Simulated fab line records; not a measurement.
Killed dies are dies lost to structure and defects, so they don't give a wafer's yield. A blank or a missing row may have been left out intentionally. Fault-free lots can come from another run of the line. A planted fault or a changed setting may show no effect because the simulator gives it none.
Code-filled problem report in 8D (eight disciplines) form || flow gf180mcu || the parts of the form that need people (team, actions taken, sign-off) are left out

== 1. THE PROBLEM ==
oes_product_au at GF_MIM_METAL_ETCH_19 reads a mean of 0.909 a.u. on 4 wafers of 2 lots; wafers without a fault read 0.944 a.u. with a standard deviation of 0.0059. Measured from the usual mean, that is -6.0 standard deviations.
The step: etches the open film in Cl2/BCl3, stops on Si3N4, target depth 324.5 nm, time 54.1 s.
Earliest sighting: wafer L314.3 on rie_metal-03 at day 30 05:43. The record has a number at this step for 30 wafers belonging to 10 lots. Rule for "out", or "out of limits": more than 4 standard deviations from the usual mean. All remaining wafers that have a number are taken as sound.

== 2. WHAT IT IS, WHAT IT ISN'T ==
{"question": "which readings at this step", "is": "oes_product_au", "is not": "drypump_motor_current_A"}
{"question": "which lots", "is": "L314, L317", "is not": "L300, L302, L311, L312, L313, L318, L319, L322"}
{"question": "which wafers of those lots", "is": "L314.3, L314.6, L317.3, L317.6", "is not": "L314.1, L317.2"}
{"question": "read on which tools", "is": "rie_metal-03", "is not": "rie_metal-01, rie_metal-04"}
{"question": "when", "is": "from day 30 05:43", "is not": "up to then (16 sound wafers); but 10 sound wafers of L317, L318, L319, L322 came after"}

== 3. THE SUSPECTS, EACH WITH WHAT RULES IT OUT ==
Counting: any tool at a process step up to the reading remains a suspect provided it ran every lot that is out. Sound lots after the first of them don't rule it out here, since some wafers of a struck lot are sound.
- pvd_sputter-04 at GF_V4_SPUTTER_21 (material Ti, target thk 15 nm, time 80.02 s): kept. It processed each lot that is out (first: L314, day 29 09:46); up to then, its last sound lot is L312 (day 28 16:01).
- pvd_sputter-04 at GF_MIM_SPUTTER_07 (material TiN, target thk 60 nm, time 51.39 s): kept. It processed each lot that is out (first: L314, day 29 10:46); up to then, its last sound lot is L313 (day 29 05:23).
- rie_metal-03 at GF_MIM_METAL_ETCH_19 (etches the open film in Cl2/BCl3, stops on Si3N4, target depth 324.5 nm, time 54.1 s): kept. It processed each lot that is out (first: L314, day 30 05:43); up to then, its last sound lot is L311 (day 29 06:13). Out on those wafers are its own readings of oes_product_au.
Left after counting: pvd_sputter-04 at GF_V4_SPUTTER_21, pvd_sputter-04 at GF_MIM_SPUTTER_07, rie_metal-03 at GF_MIM_METAL_ETCH_19.

== 4. THE CAUSE (what the simulator had put in) ==
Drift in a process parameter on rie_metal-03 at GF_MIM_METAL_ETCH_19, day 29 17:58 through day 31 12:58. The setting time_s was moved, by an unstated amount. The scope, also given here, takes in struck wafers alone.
3 suspects survive the count, and this tool is in that group.

== 5. THE EFFECT CHAIN, in route order ==
Each row: a reading whose mean over the struck wafers that have a number lies more than 3 standard deviations from the usual. Readings are gone through only where the record gives a usual standard deviation; hours: the median, over the lots, of the time from a lot's start at the first step in this table giving one to that lot's start at this step; sigmas: the change measured in usual standard deviations.
{"hours": 0, "step": "GF_MIM_METAL_ETCH_19", "reading": "oes_product_au", "usual": "0.944 a.u.", "on struck wafers": 0.909, "change": -0.035, "sigmas": -6.0}
{"hours": 0, "step": "GF_MIM_METAL_ETCH_19", "reading": "run_length_s", "usual": "82.5 s", "on struck wafers": 85.2, "change": "+2.7", "sigmas": "+4.2"}
{"hours": 0, "step": "GF_MIM_METAL_ETCH_19", "reading": "throttle_valve_pct", "usual": "28.282 %", "on struck wafers": 28.317, "change": "+0.035", "sigmas": "+3.8"}
{"hours": 0, "step": "GF_MIM_STRIP_20", "reading": "strip_time_to_endpoint_s", "usual": "11.21 s", "on struck wafers": 11.10, "change": -0.11, "sigmas": -3.1}
Process steps it contains:
- GF_MIM_METAL_ETCH_19: etches the open film in Cl2/BCl3, stops on Si3N4, target depth 324.5 nm, time 54.1 s.
- GF_MIM_STRIP_20: strips in O2/N2.

== 6. HOW IT WOULD HAVE BEEN CAUGHT EARLIER ==
In this record no reading fell out of limits until day 30 05:43, 12 hours after the fault had begun at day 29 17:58.
